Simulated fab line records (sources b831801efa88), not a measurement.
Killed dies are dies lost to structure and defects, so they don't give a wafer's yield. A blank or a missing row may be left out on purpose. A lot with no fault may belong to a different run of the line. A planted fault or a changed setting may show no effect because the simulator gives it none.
fab line records | flow sky130
record lots=5 | wafers=15 | last_day=50
route steps=708 shown RES_PROTECT@206 POLY_GATE@213 LDD_N@237 POLY_CUT@318 PAD_OPEN@708
lots untouched by any fault: they come from a run of this same line in which no faults occurred
start_h: hours from the record's opening day to when the first of the lot's shown wafers began | wait_h: how many hours have passed since the lot's step before this one | " identical to the entry in the row above | L1.1+2: a row that stands for several wafers | - value missing, or start not given | * or withheld: withheld | < > ~ a bound
route shown NAME@n: a module of which the file shows steps, and the number in the route of the first | usual: the fault-free wafers' mean and standard deviation | same: alike in all rows | chamber/n: place in a boat | sites: readings site by site | _std_site: the standard deviation of these | _edge_site: outer sites' mean less inner sites' | radius_mm: for every site, how far away it sits from the centre of the wafer | mask NAME#n: copy n | behind: the most recent tool/chamber to have shaped the wafer | hold: cause of the lot's hold/its duration in hours/its outcome | device: names the non-switching transistor (n, p or np) | end of line: tests run on the same wafers once the route is complete | a step without rows: its recipe alone | killed: count of dies lost to structure and defects at first sort (not the wafer's yield) | map: dies across one wafer; x = killed, . = not, _ = none there
set.NAME: the setting the step ran with; set.NAME@STEP: the setting that earlier step ran with | model.NAME: the simulator's own value behind a step, which no gauge read
certain route steps with their lots: each step a table, each wafer a row
services: when a tool's chamber went out of use (start_h, in hours from the record's first day, below 0 if earlier), for how many hours, and the reason
## steps
# step SKY_RES_PROTECT_DEHYDRATE_00
# recipe temp_c=200 | time_s=60
# step SKY_RES_PROTECT_HMDS_01
# recipe prime_time_s=60 | prime_temp_c=120
# step SKY_RES_PROTECT_COAT_02
# recipe resist=NOVOLAK | spin_rpm=3000 | resist_thk_nm=1140
# step SKY_RES_PROTECT_SOFTBAKE_03
# recipe temp_c=90 | time_s=60 | resist=NOVOLAK
# step SKY_RES_PROTECT_EXPOSE_04
# recipe mask_id=RPM | na=0.6 | source_shape=conventional | sigma_outer=0.6 | polarization=unpolarized | target_cd_nm=1270 | dose_mj=131
# step SKY_RES_PROTECT_PEB_05
# recipe temp_c=withheld | time_s=* | resist=NOVOLAK
# step SKY_RES_PROTECT_DEVELOP_06
# recipe resist=NOVOLAK | developer=TMAH | develop_time_s=60 | dev_temp_c=23
# step SKY_POLY_GATE_IMPLANT_02
# recipe species=P | energy_kev=30 | dose_cm2=7.7e+15 | tilt_deg=0
# step SKY_RES_PROTECT_STRIP_07
# recipe chemistry=O2/N2 | power_w=1400 | pressure_mtorr=1500 | platen_temp_c=withheld | o2_flow_sccm=3000 | n2_flow_sccm=300 | overash_fraction=0.5
# step SKY_RES_PROTECT_CLEAN_09
# recipe chemistry=SC1/SC2 | mix=1:4:20 | temp_c=70 | time_s=150 | dry=n2_spin
# step SKY_POLY_GATE_CVD_03
# recipe material=Si3N4 | precursor=DCS/NH3 | target_thk_nm=75 | temp_c=770 | time_s=1290 | pressure_mtorr=250
# usual zone_power_upper_pct=13.2/0.52
lot.wafer | tool     | chamber | start_h | wait_h | zone_power_upper_pct
L625.1    | lpcvd-02 | 0       | 343.86  | 0.0    | 13.6
L625.2    | "        | 0       | "       | "      | 13.7
L625.6    | "        | 0       | "       | "      | 13.6
L630.3    | lpcvd-02 | 0       | 410.42  | 1.2    | 13.7
L630.4    | "        | 0       | "       | "      | 13.6
L630.5    | "        | 0       | "       | "      | 13.5
L633.3    | lpcvd-02 | 0       | 415.14  | 0.0    | 13.5
L633.4    | "        | 0       | "       | "      | 13.4
L633.5    | "        | 0       | "       | "      | 13.7
L632.1    | lpcvd-02 | 0       | 416.50  | 1.2    | 13.4
L632.4    | "        | 0       | "       | "      | 13.8
L632.6    | "        | 0       | "       | "      | 13.6
L647.1    | lpcvd-02 | 1       | 546.87  | 9.9    | 12.5
L647.4    | "        | 1       | "       | "      | 12.4
L647.6    | "        | 1       | "       | "      | 12.5
# step SKY_POLY_GATE_THK_MEAS_04
# recipe reads=Si3N4_of_POLY_GATE_CVD_03
# usual POLY_GATE_CVD_03_THK=75.0/0.7
lot.wafer | tool          | chamber | start_h | wait_h | POLY_GATE_CVD_03_THK[nm]
L625.1    | film_metro-03 | -       | 345.22  | 0.0    | 73.6
L625.2    | "             | -       | "       | "      | 74.8
L625.6    | "             | -       | "       | "      | 74.0
L630.3    | film_metro-03 | -       | 411.80  | 0.0    | 66.6
L630.4    | "             | -       | "       | "      | 66.1
L630.5    | "             | -       | "       | "      | 67.2
L633.3    | film_metro-02 | -       | 416.52  | 0.0    | 66.7
L633.4    | "             | -       | "       | "      | 66.5
L633.5    | "             | -       | "       | "      | 66.4
L632.1    | film_metro-03 | -       | 417.86  | 0.0    | 66.5
L632.4    | "             | -       | "       | "      | 66.4
L632.6    | "             | -       | "       | "      | 65.8
L647.1    | film_metro-03 | -       | 548.23  | 0.0    | 74.5
L647.4    | "             | -       | "       | "      | 74.3
L647.6    | "             | -       | "       | "      | 74.4
# step SKY_POLY_GATE_DEHYDRATE_05
# recipe temp_c=200 | time_s=60
# step SKY_POLY_GATE_HMDS_06
# recipe prime_time_s=60 | prime_temp_c=120
# step SKY_POLY_GATE_COAT_07
# recipe resist=BARC | temp_c=withheld | time_s=withheld | spin_rpm=3000 | resist_thk_nm=110
# step SKY_POLY_GATE_COAT_08
# recipe resist=KrF-thick | spin_rpm=3000 | resist_thk_nm=450
# step SKY_POLY_GATE_SOFTBAKE_09
# recipe temp_c=100 | time_s=90 | resist=KrF-thick
# step SKY_POLY_GATE_EXPOSE_10
# recipe mask_id=P1M | na=0.68 | source_shape=conventional | sigma_outer=0.6 | target_cd_nm=150 | dose_mj=28
# step SKY_POLY_GATE_PEB_11
# recipe peb_temp_c=withheld | peb_time_s=withheld | resist=KrF-thick
# step SKY_POLY_GATE_DEVELOP_12
# recipe develop_time_s=60 | resist=KrF-thick | dev_temp_c=22
# step SKY_POLY_GATE_ETCH_15
# recipe chemistry=N2/H2 | target=BARC | ion_energy_ev=200 | source_w=500 | bias_w=100 | pressure_mtorr=30 | n2_flow_sccm=100 | h2_flow_sccm=200 | stop_on=SiO2 | time_s=118.5 | target_depth_a=1100
# step SKY_POLY_GATE_ETCH_16
# recipe stop_on=poly-Si | chemistry=CH3F/O2 | target=Si3N4 | source_w=400 | bias_w=80 | pressure_mtorr=25 | ch3f_flow_sccm=40 | O2_flow_sccm=30 | time_s=147.5 | target_depth_a=750
# usual drypump_motor_current_A=5.7/0.39 | oes_product_au=0.640/0.005 | throttle_valve_pct=10.535/0.0089
lot.wafer | tool        | chamber | start_h | wait_h | drypump_motor_current_A | oes_product_au | rf_hours_counter_h | throttle_valve_pct
L625.1    | rie_diel-04 | 1       | 372.87  | 0.0    | 5.5                     | 0.629          | 4                  | 10.536
L625.2    | "           | 0       | "       | "      | 5.3                     | 0.633          | 13                 | 10.518
L625.6    | "           | 2       | "       | "      | 5.3                     | 0.644          | -                  | 10.533
L630.3    | rie_diel-02 | 3       | 441.62  | 0.0    | 6.1                     | 0.614          | 26                 | 10.540
L630.4    | "           | 1       | "       | "      | 6.3                     | 0.612          | 92                 | 10.550
L630.5    | "           | 2       | "       | "      | 5.6                     | 0.614          | -                  | 10.523
L633.3    | rie_diel-01 | 2       | 447.32  | 0.0    | 5.7                     | 0.607          | 66                 | 10.536
L633.4    | "           | 1       | "       | "      | 5.8                     | 0.614          | 1                  | 10.547
L633.5    | "           | 3       | "       | "      | 6.1                     | 0.613          | -                  | 10.524
L632.1    | rie_diel-02 | 3       | 448.73  | 0.0    | 6.1                     | 0.609          | 26                 | 10.530
L632.4    | "           | 0       | "       | "      | 6.1                     | 0.603          | 58                 | 10.533
L632.6    | "           | 2       | "       | "      | 5.6                     | 0.605          | -                  | 10.530
L647.1    | rie_diel-04 | 3       | 578.62  | 0.0    | 5.3                     | 0.635          | 19                 | 10.531
L647.4    | "           | 1       | "       | "      | 5.5                     | 0.640          | 8                  | 10.522
L647.6    | "           | 2       | "       | "      | 5.3                     | 0.626          | -                  | 10.538
# step SKY_POLY_GATE_ETCH_17
# recipe target_depth_nm=180 | stop_on=SiO2 | over_etch_frac=0.56667 | chemistry=HBr/Cl2 | target=poly-Si | icp_w=400 | bias_w=100 | pressure_mtorr=10 | HBr_flow_sccm=150 | Cl2_flow_sccm=50 | time_s=70.5
# step SKY_POLY_GATE_STRIP_18
# recipe chemistry=O2/N2 | power_w=1400 | pressure_mtorr=1500 | platen_temp_c=withheld | o2_flow_sccm=3000 | n2_flow_sccm=300 | overash_fraction=0.5
# step SKY_POLY_GATE_CLEAN_19
# recipe chemistry=SC1/SC2 | mix=1:4:20 | temp_c=70 | time_s=150 | dry=n2_spin
# step SKY_POLY_GATE_OXIDATION_20
# recipe temp_c=850 | ambient=O2 | stabilise_s=600 | purge_s=300 | target_thk_a=40 | ox_time_s=899
# step SKY_LDD_N_DEHYDRATE_00
# recipe temp_c=200 | time_s=60
# step SKY_LDD_N_HMDS_01
# recipe prime_time_s=60 | prime_temp_c=120
# step SKY_LDD_N_COAT_02
# recipe resist=NOVOLAK | spin_rpm=3000 | resist_thk_nm=300
# step SKY_LDD_N_SOFTBAKE_03
# recipe temp_c=90 | time_s=60 | resist=NOVOLAK
# step SKY_LDD_N_EXPOSE_04
# recipe mask_id=NTM | target_cd_nm=840 | na=0.6 | source_shape=conventional | sigma_outer=0.6 | dose_mj=110
# step SKY_LDD_N_PEB_05
# recipe temp_c=withheld | time_s=* | resist=NOVOLAK
# step SKY_LDD_N_DEVELOP_06
# recipe develop_time_s=60 | dev_temp_c=23
# step SKY_LDD_N_IMPLANT_08
# recipe species=As | energy_kev=20 | dose_cm2=7.5e+13 | tilt_deg=withheld | rotation_deg=23
# step SKY_LDD_N_IMPLANT_09
# recipe species=As | energy_kev=20 | dose_cm2=7.5e+13 | tilt_deg=withheld | rotation_deg=113
# step SKY_POLY_CUT_ETCH_11
# recipe target=Si3N4 | chemistry=CF4/CH2F2/Ar | stop_on=poly-Si | source_w=600 | bias_w=150 | pressure_mtorr=40 | cf4_flow_sccm=40 | ch2f2_flow_sccm=20 | Ar_flow_sccm=150 | time_s=42.5 | target_depth_a=600
# usual drypump_motor_current_A=5.6/0.42 | oes_product_au=0.830/0.0062 | throttle_valve_pct=14.993/0.011
lot.wafer | tool        | chamber | start_h | wait_h | drypump_motor_current_A | oes_product_au | rf_hours_counter_h | throttle_valve_pct
L625.1    | rie_diel-03 | 1       | 576.83  | 0.0    | 5.4                     | 0.832          | 54                 | 14.981
L625.2    | "           | 3       | "       | "      | 5.5                     | 0.836          | 4                  | 14.994
L625.6    | "           | 0       | "       | "      | 5.5                     | 0.817          | -                  | 15.000
L630.3    | rie_diel-03 | 1       | 629.32  | 0.0    | 5.4                     | 0.765          | 55                 | 14.978
L630.4    | "           | 3       | "       | "      | 5.5                     | 0.766          | 5                  | 14.979
L630.5    | "           | 0       | "       | "      | 5.5                     | 0.771          | -                  | 14.973
L633.3    | rie_diel-02 | 2       | 632.67  | 0.0    | 5.6                     | 0.775          | 7                  | 14.987
L633.4    | "           | 1       | "       | "      | 6.3                     | 0.773          | 3                  | 14.976
L633.5    | "           | 3       | "       | "      | 6.1                     | 0.759          | -                  | 15.002
L632.1    | rie_diel-03 | 1       | 633.97  | 0.0    | 5.3                     | 0.772          | 55                 | 15.001
L632.4    | "           | 2       | "       | "      | 4.7                     | 0.773          | 1                  | 14.988
L632.6    | "           | 0       | "       | "      | 5.4                     | 0.758          | -                  | 14.966
L647.1    | rie_diel-03 | 1       | 753.88  | 0.0    | 5.3                     | 0.823          | 1                  | 14.995
L647.4    | "           | 0       | "       | "      | 5.4                     | 0.823          | 20                 | 14.994
L647.6    | "           | 1       | "       | "      | 5.3                     | 0.823          | -                  | 14.996
# step SKY_PAD_OPEN_PROBE_99
# usual killed_at_M0_to_M3=43/7.4 | killed_at_M4_up=3.1/1.8 | killed_at_contacts=26/5.6 | killed_at_front_end=15/4.9 | killed_at_other=0.2/0.44 | killed_dies=87/10 | killed_open=48/7.6 | killed_short=39/6.2
# same gross_dies=492 | killed_at_back_side=0
lot.wafer | tool      | chamber | start_h | wait_h | killed_at_M0_to_M3 | killed_at_M4_up | killed_at_contacts | killed_at_front_end | killed_at_other | killed_dies | killed_open | killed_short | model.etest.pfet_01v8.drive_ua_um_rim_less_centre | model.etest.pfet_01v8.drive_ua_um_range | model.etest.pfet_01v8.vt_v_range
L625.1    | prober-01 | -       | 1087.01 | 0.1    | 42                 | 6               | 26                 | 19                  | 1               | 94          | 54          | 40           | 0.8426                                            | 8.43                                    | 0.01766
L625.2    | prober-01 | -       | 1087.06 | 0.1    | 54                 | 1               | 28                 | 15                  | 0               | 98          | 55          | 43           | -3.51                                             | 6.349                                   | 0.01245
L625.6    | prober-01 | -       | 1087.26 | 0.2    | 43                 | 3               | 29                 | 15                  | 1               | 91          | 49          | 42           | 4.469                                             | 6.832                                   | 0.008412
L630.3    | prober-02 | -       | 1123.58 | 0.2    | 47                 | 5               | 25                 | 11                  | 2               | 90          | 44          | 45           | 1.221                                             | 8.196                                   | 0.01082
L630.4    | prober-02 | -       | 1123.63 | 0.2    | 44                 | 4               | 28                 | 20                  | 0               | 96          | 58          | 38           | 5.991                                             | 12                                      | 0.01394
L630.5    | prober-02 | -       | 1123.68 | 0.2    | 35                 | 2               | 25                 | 7                   | 1               | 70          | 39          | 30           | 6.848                                             | 7.428                                   | 0.01739
L633.3    | prober-01 | -       | 1125.67 | 0.2    | 39                 | 4               | 27                 | 9                   | 0               | 79          | 38          | 40           | -1.486                                            | 4.392                                   | 0.02031
L633.4    | prober-01 | -       | 1125.72 | 0.2    | 32                 | 6               | 40                 | 15                  | 0               | 93          | 58          | 35           | 0.2397                                            | 2.964                                   | 0.01347
L633.5    | prober-01 | -       | 1125.77 | 0.2    | 35                 | 2               | 36                 | 14                  | 0               | 87          | 53          | 34           | -0.543                                            | 4.56                                    | 0.01875
L632.1    | prober-02 | -       | 1128.91 | 0.1    | 36                 | 4               | 19                 | 16                  | 0               | 75          | 47          | 28           | 9.727                                             | 12.85                                   | 0.01545
L632.4    | prober-02 | -       | 1129.06 | 0.2    | 46                 | 6               | 22                 | 17                  | 0               | 91          | 56          | 34           | 12.28                                             | 13.59                                   | 0.0194
L632.6    | prober-02 | -       | 1129.16 | 0.2    | 55                 | 5               | 30                 | 18                  | 0               | 108         | 52          | 55           | 12.83                                             | 15.86                                   | 0.02095
L647.1    | prober-01 | -       | 1201.60 | 0.1    | 39                 | 2               | 31                 | 12                  | 0               | 84          | 47          | 37           | 0.01529                                           | 5.129                                   | 0.009074
L647.4    | prober-01 | -       | 1201.75 | 0.2    | 42                 | 2               | 26                 | 11                  | 0               | 81          | 45          | 36           | 1.906                                             | 9.614                                   | 0.01447
L647.6    | prober-01 | -       | 1201.85 | 0.2    | 58                 | 1               | 26                 | 17                  | 0               | 102         | 57          | 44           | 0.1067                                            | 6.108                                   | 0.01396
# killed by level:class
L625.1 VIA1:geometric_particle:open=11 CONTACT:geometric_particle:open=10 VIA2:geometric_particle:open=7 LI_CONTACT:geometric_particle:open=6 VIA3:geometric_particle:open=6 FIELD_ISO:geometric_particle:open=5 LOCAL_INTERCONNECT:geometric_particle:short=5 METAL2:geometric_particle:short=5
L625.2 VIA1:geometric_particle:open=11 LI_CONTACT:geometric_particle:open=9 CONTACT:geometric_particle:open=9 VIA3:geometric_particle:open=8 METAL2:geometric_particle:short=7 VIA2:geometric_particle:open=6 POLY_GATE:geometric_particle:short=4 VIA2:geometric_particle:short=4
L625.6 VIA1:geometric_particle:open=11 LI_CONTACT:geometric_particle:open=9 CONTACT:geometric_particle:open=9 POLY_GATE:geometric_particle:short=6 CONTACT:geometric_particle:short=6 METAL1:geometric_particle:short=5 POLY_GATE:geometric_particle:open=4 VIA2:geometric_particle:short=4
L630.3 METAL1:geometric_particle:short=10 LI_CONTACT:geometric_particle:open=8 VIA1:geometric_particle:open=8 VIA2:geometric_particle:open=7 METAL2:geometric_particle:short=5 CONTACT:geometric_particle:open=5 CONTACT:geometric_particle:short=5 LI_CONTACT:geometric_particle:short=4
L630.4 CONTACT:geometric_particle:open=16 VIA2:geometric_particle:open=10 VIA1:geometric_particle:open=9 LI_CONTACT:geometric_particle:open=6 METAL1:geometric_particle:short=6 FIELD_ISO:geometric_particle:short=5 FIELD_ISO:geometric_particle:open=4 POLY_GATE:geometric_particle:open=4
L630.5 CONTACT:geometric_particle:open=14 VIA2:geometric_particle:open=7 METAL2:geometric_particle:short=6 VIA1:geometric_particle:open=4 VIA2:geometric_particle:short=4 FIELD_ISO:geometric_particle:open=3 LI_CONTACT:geometric_particle:open=3 LI_CONTACT:geometric_particle:short=3
L633.3 CONTACT:geometric_particle:open=11 METAL1:geometric_particle:short=8 VIA1:geometric_particle:open=8 METAL2:geometric_particle:short=6 LI_CONTACT:geometric_particle:open=5 CONTACT:geometric_particle:short=5 LOCAL_INTERCONNECT:geometric_particle:short=4 VIA3:geometric_particle:open=4
L633.4 CONTACT:geometric_particle:open=18 LI_CONTACT:geometric_particle:open=9 VIA1:geometric_particle:open=8 CONTACT:geometric_particle:short=7 VIA3:geometric_particle:open=5 VIA2:geometric_particle:open=4 VIA3:geometric_particle:short=4 FIELD_ISO:geometric_particle:open=3
L633.5 CONTACT:geometric_particle:open=15 VIA1:geometric_particle:open=10 FIELD_ISO:geometric_particle:short=8 LI_CONTACT:geometric_particle:open=7 VIA1:geometric_particle:short=6 VIA2:geometric_particle:open=6 LOCAL_INTERCONNECT:geometric_particle:short=5 VIA3:geometric_particle:open=5
L632.1 VIA1:geometric_particle:open=10 CONTACT:geometric_particle:open=8 VIA2:geometric_particle:open=7 METAL1:geometric_particle:short=6 FIELD_ISO:geometric_particle:open=5 LI_CONTACT:geometric_particle:open=5 VIA3:geometric_particle:open=4 FIELD_ISO:geometric_particle:short=3
L632.4 VIA1:geometric_particle:open=16 CONTACT:geometric_particle:open=12 POLY_GATE:geometric_particle:short=9 VIA3:geometric_particle:open=7 POLY_GATE:geometric_particle:open=4 LI_CONTACT:geometric_particle:open=4 METAL1:geometric_particle:short=4 VIA1:geometric_particle:short=4
L632.6 CONTACT:geometric_particle:open=11 VIA1:geometric_particle:open=10 METAL2:geometric_particle:short=7 VIA2:geometric_particle:open=7 CONTACT:geometric_particle:short=6 LI_CONTACT:geometric_particle:open=6 VIA2:geometric_particle:short=6 FIELD_ISO:geometric_particle:open=5
L647.1 CONTACT:geometric_particle:open=9 VIA1:geometric_particle:open=8 METAL2:geometric_particle:short=6 LOCAL_INTERCONNECT:geometric_particle:short=6 VIA3:geometric_particle:open=6 FIELD_ISO:geometric_particle:open=5 CONTACT:geometric_particle:short=5 FIELD_ISO:geometric_particle:short=4
L647.4 VIA1:geometric_particle:open=12 LI_CONTACT:geometric_particle:open=9 CONTACT:geometric_particle:open=7 VIA3:geometric_particle:open=7 CONTACT:geometric_particle:short=6 METAL1:geometric_particle:short=6 POLY_GATE:geometric_particle:open=4 VIA1:geometric_particle:short=4
L647.6 VIA1:geometric_particle:open=19 CONTACT:geometric_particle:open=9 METAL2:geometric_particle:short=8 FIELD_ISO:geometric_particle:open=6 LI_CONTACT:geometric_particle:open=6 VIA2:geometric_particle:open=6 LOCAL_INTERCONNECT:geometric_particle:short=5 METAL1:geometric_particle:short=5
## services
tool        | chamber | start_h | hours | kind
rie_diel-03 | 0       | 332.83  | 2.5   | repair
rie_diel-03 | 0       | 349.88  | 4.2   | repair
rie_diel-03 | 2       | 350.09  | 5.9   | repair
rie_diel-02 | 3       | 352.56  | 2.3   | repair
lpcvd-02    | -       | 369.40  | 0.3   | repair
rie_diel-03 | 2       | 379.41  | 5.8   | repair
rie_diel-04 | -       | 400.61  | 0.6   | repair
rie_diel-04 | 0       | 418.17  | 3.2   | repair
rie_diel-04 | 1       | 421.33  | 3.9   | repair
rie_diel-04 | -       | 434.55  | 14.6  | pm
rie_diel-02 | -       | 455.08  | 0.1   | repair
rie_diel-03 | 3       | 462.49  | 12.9  | repair
rie_diel-03 | 2       | 463.20  | 10.7  | repair
rie_diel-04 | -       | 466.51  | 2.0   | repair
rie_diel-02 | -       | 483.64  | 0.5   | repair
rie_diel-04 | 3       | 506.00  | 8.4   | repair
rie_diel-02 | 0       | 527.52  | 24.7  | repair
lpcvd-02    | -       | 531.06  | 14.6  | pm
rie_diel-02 | 0       | 556.85  | 6.9   | repair
rie_diel-04 | -       | 578.77  | 0.2   | repair
rie_diel-02 | 2       | 671.48  | 11.9  | repair
rie_diel-02 | 3       | 675.98  | 3.8   | repair
rie_diel-03 | -       | 696.58  | 10.0  | pm
rie_diel-02 | -       | 750.08  | 0.1   | repair
## key
first_sign step=SKY_POLY_GATE_THK_MEAS_04 | reading=POLY_GATE_CVD_03_THK | direction=down | sigmas=12 | usual=75.0 | struck=66.5
effect step=SKY_POLY_GATE_ETCH_16 | reading=oes_product_au | direction=down | sigmas=5.9 | usual=0.640 | struck=0.610
effect step=SKY_POLY_CUT_ETCH_11 | reading=oes_product_au | direction=down | sigmas=9.9 | usual=0.830 | struck=0.768
model_effect step=SKY_PAD_OPEN_PROBE_99 | value=etest.pfet_01v8.drive_ua_um_rim_less_centre | without=-0.6582 | struck=5.234
met_at SKY_POLY_GATE_CVD_03
struck_wafers L630.3,L630.4,L630.5,L632.1,L632.4,L632.6,L633.3,L633.4,L633.5
tester_left_out L630,L632,L633
onset_between 343.86 410.42
fault kind=site_profile_drift | tool=lpcvd-02 | chamber=0 | onset_h=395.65 | steps=SKY_POLY_GATE_CVD_03 | basis=fraction | max_abs_drift=0.24425 | slope_share_per_hr=54.278 | site_pattern=0,0,0,0,0,-1,-1,-1,-1
# tester_left_out: of these lots the tester's yield and bins aren't shown, on N5 and GAA mostly nor the transistor test; their killed dies are dies lost to structure and defects alone, not to doping, threshold or leakage, so they don't give the yield
